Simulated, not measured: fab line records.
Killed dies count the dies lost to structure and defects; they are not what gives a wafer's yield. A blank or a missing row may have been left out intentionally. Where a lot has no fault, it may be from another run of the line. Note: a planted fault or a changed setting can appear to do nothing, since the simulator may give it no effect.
fab line records    flow sky130    part 1 of 2: steps 1 to 43 of 44
record lots=6  wafers=18  last_day=50
route steps=708 shown VIA2@525 METAL3@532 CAPM@537 PAD_OPEN@708
lots with no fault: from the same line, run without faults
start_h: hours from the record's opening day to when the first of the lot's shown wafers began    wait_h: hours elapsed since this lot's preceding step    " repeats the value in the row above    L1.1+2: a row that stands for several wafers    - no value present, or no start provided    * or withheld: withheld    < > ~ a bound
route shown NAME@n: names a module that has steps shown in the file, with the first one's number in the route    usual: mean/standard deviation taken from wafers without a fault    same: alike in all rows    chamber/n: place in a boat    sites: each site's reading    _std_site: standard deviation of those values    _edge_site: inner sites' mean taken away from outer sites' mean    radius_mm: for every site, how far away it sits from the centre of the wafer    mask NAME#n: copy n    behind: the most recent tool/chamber to have shaped the wafer    hold: what put the lot on hold/how long, in hours/how the hold closed    device: the transistor (n, p or np) that didn't switch    end of line: the tests these same wafers got at the end of their route    for a step that has no rows: nothing shown but its recipe    killed: dies that structure and defects cost at the first sort, which is not the same as the wafer's yield    map: per-die view of a wafer (x killed, . not killed, _ where there is no die)
set.NAME: the run value of the setting; set.NAME@STEP: its run value at that earlier step    model.NAME: the simulator's own value behind a step, which no gauge read
certain route steps with their lots: each step a table, each wafer a row
services: a tool's chamber out of use, with start hour (start_h, from the record's first day; less than 0 if before it), hours out, and reason
## steps
# step SKY_VIA2_CLEAN_18
# recipe chemistry=IPA  time_s=180  temp_c=25
# step SKY_VIA2_CLEAN_19
# recipe chemistry=O3/DIW  dry=n2_spin
# step SKY_VIA2_SPUTTER_20
# recipe material=TiN  target_thk_nm=20  chamber_pressure_pa=5  power_w=4000  time_s=80
# usual cathode_dc_power_W=4000.1/0.69  throttle_valve_pct=30.4/0.78
lot.wafer  tool            chamber  start_h  wait_h  cathode_dc_power_W  throttle_valve_pct
L876.3     pvd_sputter-04  -        845.93   0.0     3999.5              31.1
L876.4     "               -        "        "       4002.1              31.1
L876.6     "               -        "        "       3999.4              30.9
L888.3     pvd_sputter-03  -        938.30   0.0     4000.6              30.3
L888.4     "               -        "        "       4000.2              30.0
L888.5     "               -        "        "       3999.9              29.9
L889.3     pvd_sputter-04  -        953.58   0.0     3999.7              29.9
L889.5     "               -        "        "       4000.2              29.6
L889.6     "               -        "        "       4000.4              31.0
L891.1     pvd_sputter-04  -        961.79   0.0     4000.0              29.7
L891.2     "               -        "        "       3999.7              30.8
L891.6     "               -        "        "       4000.3              31.0
L895.1     pvd_sputter-04  -        993.18   0.0     3999.9              31.2
L895.4     "               -        "        "       4000.3              29.9
L895.6     "               -        "        "       4000.5              31.1
L899.3     pvd_sputter-04  -        1010.30  0.0     4000.1              31.1
L899.5     "               -        "        "       3999.6              31.1
L899.6     "               -        "        "       3999.2              30.8
# step SKY_VIA2_CVD_21
# recipe material=W  target_thk_nm=420  time_s=126.4  temp_c=400  pressure_torr=40
# usual heater_power_w=873/58
lot.wafer  tool      chamber  start_h  wait_h  heater_power_w
L876.3     cvd_w-02  1        846.03   0.1     909
L876.4     "         0        "        "       831
L876.6     "         1        "        "       889
L888.3     cvd_w-02  0        938.41   0.1     759
L888.4     "         1        "        "       887
L888.5     "         1        "        "       882
L889.3     cvd_w-02  0        953.68   0.1     756
L889.5     "         0        "        "       749
L889.6     "         1        "        "       898
L891.1     cvd_w-01  1        961.85   0.0     899
L891.2     "         0        "        "       918
L891.6     "         1        "        "       890
L895.1     cvd_w-01  1        993.24   0.0     878
L895.4     "         1        "        "       894
L895.6     "         0        "        "       932
L899.3     cvd_w-02  0        1010.41  0.1     779
L899.5     "         1        "        "       904
L899.6     "         0        "        "       744
# step SKY_VIA2_RS_MEAS_22
# recipe thk_meas_gauge=four-point-probe  reads=W_of_VIA2_CVD_21+TiN_of_VIA2_SPUTTER_20
# usual VIA2_W_RS=0.273/0.004
lot.wafer  tool           chamber  start_h  wait_h  VIA2_W_RS[ohm/sq]
L876.3     film_metro-03  -        846.16   0.1     0.265
L876.4     "              -        "        "       0.269
L876.6     "              -        "        "       0.264
L888.3     film_metro-03  -        938.53   0.1     0.275
L888.4     "              -        "        "       0.267
L888.5     "              -        "        "       0.266
L889.3     film_metro-02  -        953.81   0.1     0.270
L889.5     "              -        "        "       0.272
L889.6     "              -        "        "       0.265
L891.1     film_metro-02  -        961.98   0.1     0.277
L891.2     "              -        "        "       0.270
L891.6     "              -        "        "       0.274
L895.1     film_metro-02  -        993.37   0.1     0.280
L895.4     "              -        "        "       0.278
L895.6     "              -        "        "       0.277
L899.3     film_metro-01  -        1010.53  0.1     0.275
L899.5     "              -        "        "       0.269
L899.6     "              -        "        "       0.277
# step SKY_VIA2_THK_MEAS_23
# recipe thk_meas_gauge=xrf  reads=W_of_VIA2_CVD_21
# usual VIA2_W_THK=416/7.5
lot.wafer  tool           chamber  start_h  wait_h  VIA2_W_THK[nm]
L876.3     film_metro-03  -        846.26   0.1     422
L876.4     "              -        "        "       417
L876.6     "              -        "        "       422
L888.3     film_metro-03  -        938.63   0.1     412
L888.4     "              -        "        "       424
L888.5     "              -        "        "       429
L889.3     film_metro-02  -        953.91   0.1     418
L889.5     "              -        "        "       420
L889.6     "              -        "        "       429
L891.1     film_metro-02  -        962.10   0.1     407
L891.2     "              -        "        "       423
L891.6     "              -        "        "       417
L895.1     film_metro-02  -        993.49   0.1     403
L895.4     "              -        "        "       403
L895.6     "              -        "        "       408
L899.3     film_metro-01  -        1010.63  0.1     409
L899.5     "              -        "        "       417
L899.6     "              -        "        "       411
# step SKY_VIA2_CMP_24
# recipe stop_on=SiO2  t_overpolish_s=20  down_force_psi=3.5  platen_rpm=60  target_thk_nm=0  pad_velocity_m_s=0.94248
# step SKY_METAL3_SPUTTER_00
# recipe material=Ti  target_thk_nm=15  power_w=3000  time_s=10  chamber_pressure_pa=0.4
# usual cathode_dc_power_W=3000.0/0.57  throttle_valve_pct=30.0/0.84
lot.wafer  tool            chamber  start_h  wait_h  cathode_dc_power_W  throttle_valve_pct
L876.3     pvd_sputter-01  -        846.60   0.1     3000.2              29.9
L876.4     "               -        "        "       3000.4              29.8
L876.6     "               -        "        "       2999.4              31.2
L888.3     pvd_sputter-04  -        938.97   0.2     3000.5              31.1
L888.4     "               -        "        "       2999.3              31.0
L888.5     "               -        "        "       2998.5              29.8
L889.3     pvd_sputter-01  -        954.25   0.2     2999.6              30.0
L889.5     "               -        "        "       3000.8              29.8
L889.6     "               -        "        "       3000.3              31.2
L891.1     pvd_sputter-02  -        962.50   0.2     3000.2              29.1
L891.2     "               -        "        "       3000.0              29.0
L891.6     "               -        "        "       3000.6              29.2
L895.1     pvd_sputter-01  -        994.18   0.1     2999.8              31.2
L895.4     "               -        "        "       2999.6              30.5
L895.6     "               -        "        "       2999.3              31.3
L899.3     pvd_sputter-04  -        1010.97  0.2     2999.9              30.9
L899.5     "               -        "        "       2999.0              29.9
L899.6     "               -        "        "       3000.0              31.0
# step SKY_METAL3_SPUTTER_01
# recipe material=TiN  target_thk_nm=20  power_w=6500  time_s=16.7  chamber_pressure_pa=0.4
# step SKY_METAL3_SPUTTER_02
# recipe material=AlCu  target_thk_nm=735  power_w=10600  time_s=39.1  chamber_pressure_pa=0.4
# step SKY_METAL3_SPUTTER_03
# recipe material=Ti  target_thk_nm=5  power_w=3000  time_s=3.3  chamber_pressure_pa=0.4
# step SKY_METAL3_SPUTTER_04
# recipe material=TiN  target_thk_nm=70  power_w=6500  time_s=58.3  chamber_pressure_pa=0.4
# step SKY_CAPM_CVD_00
# recipe material=SiO2  target_thk_nm=15.5  temp_c=400  time_s=withheld  rf_w=450
# usual heater_power_w=726/79
lot.wafer  tool      chamber  start_h  wait_h  heater_power_w  model.SiO2_of_CAPM_CVD_00.thk_nm
L876.3     pecvd-03  2        846.75   0.0     764             15.54
L876.4     "         1        "        "       740             15.77
L876.6     "         0        "        "       595             15.58
L888.3     pecvd-04  0        939.13   0.0     818             15.58
L888.4     "         1        "        "       709             15.57
L888.5     "         0        "        "       810             15.73
L889.3     pecvd-04  0        954.41   0.0     779             15.62
L889.5     "         1        "        "       718             11.27
L889.6     "         0        "        "       792             15.97
L891.1     pecvd-04  0        962.65   0.0     810             15.58
L891.2     "         1        "        "       780             10.99
L891.6     "         0        "        "       798             15.62
L895.1     pecvd-03  0        994.33   0.0     646             15.63
L895.4     "         2        "        "       778             15.68
L895.6     "         1        "        "       719             15.79
L899.3     pecvd-01  0        1011.13  0.0     681             15.13
L899.5     "         2        "        "       722             15.64
L899.6     "         1        "        "       616             15.64
# step SKY_CAPM_THK_MEAS_01
# recipe reads=SiO2_of_CAPM_CVD_00
# usual CAPM_CVD_00_THK=15.50/0.21
lot.wafer  tool           chamber  start_h  wait_h  CAPM_CVD_00_THK[nm]
L876.3     film_metro-03  -        846.79   -       15.52
L876.4     "              -        "        "       15.74
L876.6     "              -        "        "       15.58
L888.3     film_metro-03  -        939.17   -       15.57
L888.4     "              -        "        "       15.60
L888.5     "              -        "        "       15.73
L889.3     film_metro-03  -        954.46   -       15.63
L889.5     "              -        "        "       11.29
L889.6     "              -        "        "       15.93
L891.1     film_metro-04  -        962.69   -       15.60
L891.2     "              -        "        "       10.97
L891.6     "              -        "        "       15.60
L895.1     film_metro-02  -        994.36   -       15.64
L895.4     "              -        "        "       15.67
L895.6     "              -        "        "       15.78
L899.3     film_metro-04  -        1011.17  -       15.12
L899.5     "              -        "        "       15.69
L899.6     "              -        "        "       15.65
# step SKY_CAPM_SPUTTER_02
# recipe material=TiN  target_thk_nm=200  temp_c=300  power_w=6500  time_s=166.7  chamber_pressure_pa=0.4
# step SKY_CAPM_RS_MEAS_03
# recipe thk_meas_gauge=four-point-probe  reads=TiN_of_CAPM_SPUTTER_02
# usual CAPM_TIN_RS=6.88/0.077
lot.wafer  tool           chamber  start_h  wait_h  CAPM_TIN_RS[ohm/sq]
L876.3     film_metro-02  -        846.98   0.1     6.79
L876.4     "              -        "        "       6.92
L876.6     "              -        "        "       6.86
L888.3     film_metro-04  -        939.36   0.1     6.88
L888.4     "              -        "        "       6.88
L888.5     "              -        "        "       6.81
L889.3     film_metro-04  -        954.64   0.1     6.94
L889.5     "              -        "        "       6.90
L889.6     "              -        "        "       6.88
L891.1     film_metro-03  -        962.86   0.1     6.84
L891.2     "              -        "        "       6.82
L891.6     "              -        "        "       6.79
L895.1     film_metro-04  -        994.53   0.1     6.85
L895.4     "              -        "        "       6.99
L895.6     "              -        "        "       6.86
L899.3     film_metro-03  -        1011.36  0.1     6.95
L899.5     "              -        "        "       6.91
L899.6     "              -        "        "       6.93
# step SKY_CAPM_THK_MEAS_04
# recipe thk_meas_gauge=xrf  reads=TiN_of_CAPM_SPUTTER_02
# usual CAPM_TIN_THK=199.2/2.8
lot.wafer  tool           chamber  start_h  wait_h  CAPM_TIN_THK[nm]
L876.3     film_metro-02  -        847.08   0.1     201.5
L876.4     "              -        "        "       197.6
L876.6     "              -        "        "       199.9
L888.3     film_metro-04  -        939.46   0.1     198.8
L888.4     "              -        "        "       197.8
L888.5     "              -        "        "       200.3
L889.3     film_metro-04  -        954.74   0.1     195.7
L889.5     "              -        "        "       198.0
L889.6     "              -        "        "       198.0
L891.1     film_metro-03  -        962.98   0.1     203.7
L891.2     "              -        "        "       202.7
L891.6     "              -        "        "       203.9
L895.1     film_metro-04  -        994.65   0.1     198.7
L895.4     "              -        "        "       196.2
L895.6     "              -        "        "       199.1
L899.3     film_metro-03  -        1011.46  0.1     198.7
L899.5     "              -        "        "       200.9
L899.6     "              -        "        "       199.7
# step SKY_CAPM_DEHYDRATE_05
# recipe temp_c=200  time_s=60
# step SKY_CAPM_HMDS_06
# recipe prime_time_s=60  prime_temp_c=120
# step SKY_CAPM_COAT_07
# recipe resist=NOVOLAK  spin_rpm=3000  resist_thk_nm=1140
# step SKY_CAPM_SOFTBAKE_08
# recipe temp_c=90  time_s=60  resist=NOVOLAK
# step SKY_CAPM_EXPOSE_09
# recipe mask_id=CAPM  na=0.6  source_shape=conventional  sigma_outer=0.6  polarization=unpolarized  target_cd_nm=1000  dose_mj=159
# step SKY_CAPM_PEB_10
# recipe temp_c=withheld  time_s=*  resist=NOVOLAK
# step SKY_CAPM_DEVELOP_11
# recipe resist=NOVOLAK  developer=TMAH  develop_time_s=60  dev_temp_c=23
# step SKY_CAPM_OVL_MEAS_12
# usual CAPM_OVL=-0.4/1.5
lot.wafer  tool        chamber  start_h  wait_h  CAPM_OVL[nm]
L876.3     overlay-01  -        872.57   0.1     -2.0
L876.4     "           -        "        "       -0.8
L876.6     "           -        "        "       0.2
L888.3     overlay-01  -        963.80   0.1     1.5
L888.4     "           -        "        "       1.3
L888.5     "           -        "        "       1.9
L889.3     overlay-02  -        978.75   0.1     -3.2
L889.5     "           -        "        "       -1.7
L889.6     "           -        "        "       -2.0
L891.1     overlay-01  -        986.56   0.1     0.4
L891.2     "           -        "        "       1.3
L891.6     "           -        "        "       0.9
L895.1     overlay-02  -        1017.24  0.1     -2.4
L895.4     "           -        "        "       -2.7
L895.6     "           -        "        "       -0.4
L899.3     overlay-02  -        1034.21  0.1     -2.5
L899.5     "           -        "        "       -2.8
L899.6     "           -        "        "       -1.1
# step SKY_CAPM_METAL_ETCH_13
# recipe target_depth_nm=220  stop_on=SiO2  chemistry=Cl2/BCl3  target=TiN  pressure_mtorr=10  icp_w=900  bias_w=48.5  Cl2_flow_sccm=60  bcl3_flow_sccm=30  time_s=62.9
# usual chamber_pressure_mTorr=10.001/0.0082  drypump_motor_current_A=5.6/0.48  he_backside_leak_sccm=3.30/0.29  oes_product_au=0.944/0.0075  throttle_valve_pct=21.900/0.0096
lot.wafer  tool          chamber  start_h  wait_h  chamber_pressure_mTorr  drypump_motor_current_A  he_backside_leak_sccm  oes_product_au  rf_hours_counter_h  throttle_valve_pct
L876.3     rie_metal-04  1        872.62   0.0     9.996                   5.9                      3.01                   0.943           -                   21.894
L876.4     "             0        "        "       10.000                  5.0                      3.54                   0.938           -                   21.900
L876.6     "             1        "        "       9.998                   5.9                      3.13                   0.939           -                   21.897
L888.3     rie_metal-01  0        963.85   0.0     10.008                  5.3                      3.25                   0.947           -                   21.905
L888.4     "             1        "        "       10.015                  5.8                      2.93                   0.950           -                   21.914
L888.5     "             0        "        "       10.008                  5.4                      3.17                   0.949           -                   21.901
L889.3     rie_metal-01  0        978.83   0.1     9.994                   5.3                      3.35                   0.938           -                   21.891
L889.5     "             0        "        "       10.010                  5.4                      3.34                   0.943           -                   21.903
L889.6     "             0        "        "       10.001                  5.3                      3.33                   0.947           -                   21.883
L891.1     rie_metal-01  0        986.60   0.0     9.996                   5.3                      3.28                   0.951           12                  21.883
L891.2     "             0        "        "       10.014                  5.4                      3.38                   0.946           -                   21.902
L891.6     "             0        "        "       9.992                   5.3                      3.38                   0.948           -                   21.902
L895.1     rie_metal-03  0        1017.27  0.0     10.004                  5.5                      3.06                   0.942           7                   21.901
L895.4     "             1        "        "       10.015                  6.5                      3.58                   0.929           -                   21.898
L895.6     "             1        "        "       10.006                  6.5                      3.53                   0.941           -                   21.899
L899.3     rie_metal-04  1        1034.26  0.0     9.999                   5.9                      3.05                   0.941           -                   21.920
L899.5     "             1        "        "       10.006                  5.9                      3.05                   0.944           -                   21.901
L899.6     "             0        "        "       10.003                  5.0                      3.50                   0.936           -                   21.889
# step SKY_CAPM_STRIP_14
# recipe chemistry=O2/N2  power_w=1400  pressure_mtorr=1500  platen_temp_c=withheld  o2_flow_sccm=3000  n2_flow_sccm=300  overash_fraction=0.5
# step SKY_CAPM_STRIP_15
# recipe chemistry=post_etch_residue_remover  time_s=1200  temp_c=72.5
# step SKY_CAPM_CLEAN_16
# recipe chemistry=IPA  time_s=180  temp_c=25
# step SKY_CAPM_CLEAN_17
# recipe chemistry=O3/DIW  dry=n2_spin
# step SKY_METAL3_DEHYDRATE_05
# recipe temp_c=200  time_s=60
# step SKY_METAL3_HMDS_06
# recipe prime_time_s=60  prime_temp_c=120
# step SKY_METAL3_COAT_07
# recipe resist=BARC  temp_c=withheld  time_s=withheld  spin_rpm=3000  resist_thk_nm=60
# step SKY_METAL3_COAT_08
# recipe resist=KrF-thick  spin_rpm=3000  resist_thk_nm=1140
# step SKY_METAL3_SOFTBAKE_09
# recipe temp_c=100  time_s=90  resist=KrF-thick
# step SKY_METAL3_EXPOSE_10
# recipe mask_id=MM3  na=0.68  source_shape=annular  sigma_inner=0.4  sigma_outer=0.8  target_cd_nm=300  dose_mj=28
# step SKY_METAL3_PEB_11
# recipe peb_temp_c=withheld  peb_time_s=withheld  resist=KrF-thick
# step SKY_METAL3_DEVELOP_12
# recipe develop_time_s=60  resist=KrF-thick  dev_temp_c=21
# step SKY_METAL3_CD_MEAS_13
# recipe target_cd_nm=300
# usual cd_nm=300.0/1.4
lot.wafer  tool       chamber  start_h  wait_h  cd_nm
L876.3     cd_sem-01  -        898.94   -       299.4
L876.4     "          -        "        "       299.3
L876.6     "          -        "        "       299.3
L888.3     cd_sem-01  -        988.19   -       300.4
L888.4     "          -        "        "       301.1
L888.5     "          -        "        "       302.3
L889.3     cd_sem-02  -        1001.94  -       300.3
L889.5     "          -        "        "       299.4
L889.6     "          -        "        "       300.2
L891.1     cd_sem-02  -        1010.54  -       299.7
L891.2     "          -        "        "       298.8
L891.6     "          -        "        "       298.6
L895.1     cd_sem-02  -        1040.95  -       300.0
L895.4     "          -        "        "       298.8
L895.6     "          -        "        "       299.8
L899.3     cd_sem-02  -        1056.58  -       299.5
L899.5     "          -        "        "       300.9
L899.6     "          -        "        "       299.5
# step SKY_METAL3_OVL_MEAS_14
# usual METAL3_OVL=-2/4.9
lot.wafer  tool        chamber  start_h  wait_h  METAL3_OVL[nm]
L876.3     overlay-02  -        899.03   0.1     -1
L876.4     "           -        "        "       -8
L876.6     "           -        "        "       -10
L888.3     overlay-01  -        988.28   0.1     -3
L888.4     "           -        "        "       1
L888.5     "           -        "        "       -9
L889.3     overlay-02  -        1002.03  0.1     2
L889.5     "           -        "        "       4
L889.6     "           -        "        "       1
L891.1     overlay-02  -        1010.66  0.1     -9
L891.2     "           -        "        "       -2
L891.6     "           -        "        "       -6
L895.1     overlay-02  -        1041.07  0.1     -6
L895.4     "           -        "        "       1
L895.6     "           -        "        "       -4
L899.3     overlay-02  -        1056.67  0.1     -3
L899.5     "           -        "        "       -2
L899.6     "           -        "        "       -10
# step SKY_METAL3_DESCUM_15
# recipe chemistry=O2  source_power_w=150  bias_power_w=0  pressure_mtorr=10  temp_c=40  time_s=8
# usual chamber_pressure_mTorr=10.002/0.023  drypump_motor_current_A=5.5/0.52  he_backside_leak_sccm=3.35/0.24  oes_product_au=0.998/0.0091
lot.wafer  tool          chamber  start_h  wait_h  chamber_pressure_mTorr  drypump_motor_current_A  he_backside_leak_sccm  oes_product_au  rf_hours_counter_h
L876.3     rie_metal-02  0        899.06   0.0     10.010                  5.3                      2.93                   1.008           -
L876.4     "             1        "        "       10.008                  5.1                      3.48                   1.006           -
L876.6     "             0        "        "       9.997                   5.3                      2.93                   1.021           -
L888.3     rie_metal-04  1        988.31   0.0     9.999                   5.9                      3.15                   0.983           -
L888.4     "             0        "        "       10.011                  5.0                      3.65                   0.995           -
L888.5     "             0        "        "       9.986                   5.0                      3.55                   1.001           -
L889.3     rie_metal-04  0        1002.06  0.0     9.994                   5.0                      3.46                   0.995           -
L889.5     "             0        "        "       9.997                   5.0                      3.59                   0.985           -
L889.6     "             1        "        "       9.999                   5.9                      3.01                   0.993           -
L891.1     rie_metal-04  1        1010.69  0.0     10.003                  5.9                      3.30                   0.981           10
L891.2     "             0        "        "       10.006                  5.0                      3.36                   0.999           9
L891.6     "             1        "        "       10.004                  5.9                      3.22                   0.995           -
L895.1     rie_metal-03  0        1041.10  0.0     9.998                   5.5                      3.05                   1.008           9
L895.4     "             1        "        "       10.003                  6.5                      3.55                   0.994           -
L895.6     "             1        "        "       10.012                  6.4                      3.51                   0.994           -
L899.3     rie_metal-02  1        1056.71  0.0     10.009                  5.1                      3.40                   1.004           -
L899.5     "             1        "        "       10.010                  5.1                      3.46                   1.003           -
L899.6     "             0        "        "       9.994                   5.3                      3.07                   1.008           -
# step SKY_METAL3_ETCH_16
# recipe chemistry=N2/H2  target=BARC  ion_energy_ev=200  bias_w=100  pressure_mtorr=30  n2_flow_sccm=100  h2_flow_sccm=200  icp_w=500  stop_on=SiO2  time_s=88.2  target_depth_a=600
# step SKY_METAL3_ETCH_17
# recipe target=SiO2  stop_on=TiN  chemistry=C4F8/O2/Ar  source_w=1500  bias_w=1200  pressure_mtorr=40  c4f8_flow_sccm=withheld  O2_flow_sccm=6  Ar_flow_sccm=300  time_s=3.9  target_depth_a=150
# usual chamber_pressure_mTorr=40.00/0.035  oes_product_au=0.755/0.0066
lot.wafer  tool         chamber  start_h  wait_h  chamber_pressure_mTorr  oes_product_au  rf_hours_counter_h  model.etch.depth_nm
L876.3     rie_diel-01  1        899.18   0.0     40.02                   0.748           13                  15.54
L876.4     "            0        "        "       39.98                   0.760           13                  15.77
L876.6     "            2        "        "       40.01                   0.750           -                   15.58
L888.3     rie_diel-04  2        988.43   0.0     40.00                   0.760           0                   15.58
L888.4     "            1        "        "       39.93                   0.750           7                   15.57
L888.5     "            2        "        "       39.96                   0.757           -                   15.73
L889.3     rie_diel-04  1        1002.18  0.0     40.02                   0.750           8                   15.62
L889.5     "            1        "        "       40.06                   0.642           -                   11.27
L889.6     "            0        "        "       40.00                   0.764           -                   15.97
L891.1     rie_diel-04  2        1010.82  0.1     39.96                   0.753           1                   15.58
L891.2     "            0        "        "       39.97                   0.641           5                   10.99
L891.6     "            0        "        "       39.96                   0.753           -                   15.62
L895.1     rie_diel-01  0        1041.23  0.1     40.03                   0.764           18                  15.63
L895.4     "            2        "        "       39.97                   0.752           13                  15.68
L895.6     "            2        "        "       40.00                   0.761           -                   15.79
L899.3     rie_diel-01  1        1056.83  0.0     40.05                   0.742           19                  15.13
L899.5     "            0        "        "       39.98                   0.759           -                   15.64
L899.6     "            3        "        "       40.01                   0.756           -                   15.64
## key
first_sign step=SKY_CAPM_THK_MEAS_01  reading=CAPM_CVD_00_THK  direction=down  sigmas=21  usual=15.50  struck=11.13
effect step=SKY_METAL3_ETCH_17  reading=oes_product_au  direction=down  sigmas=17  usual=0.755  struck=0.642
model_effect step=SKY_CAPM_CVD_00  value=SiO2_of_CAPM_CVD_00.thk_nm  without=15.46  struck=11.13
model_effect step=SKY_METAL3_ETCH_17  value=etch.depth_nm  without=15.46  struck=11.13
model_effect step=SKY_PAD_OPEN_PROBE_99  value=etest.tester.sort_n_pass  without=414.5  struck=29
met_at SKY_CAPM_CVD_00
struck_wafers L889.5,L891.2
onset_between 939.13 954.41
fault kind=process_parameter_drift  tool=pecvd-04  chamber=1  onset_h=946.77  steps=SKY_CAPM_CVD_00  channel=target_thk_nm  offset=-4.3416  shape=step  end_h=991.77  acts_in=these_recipes_only  stated=15.5
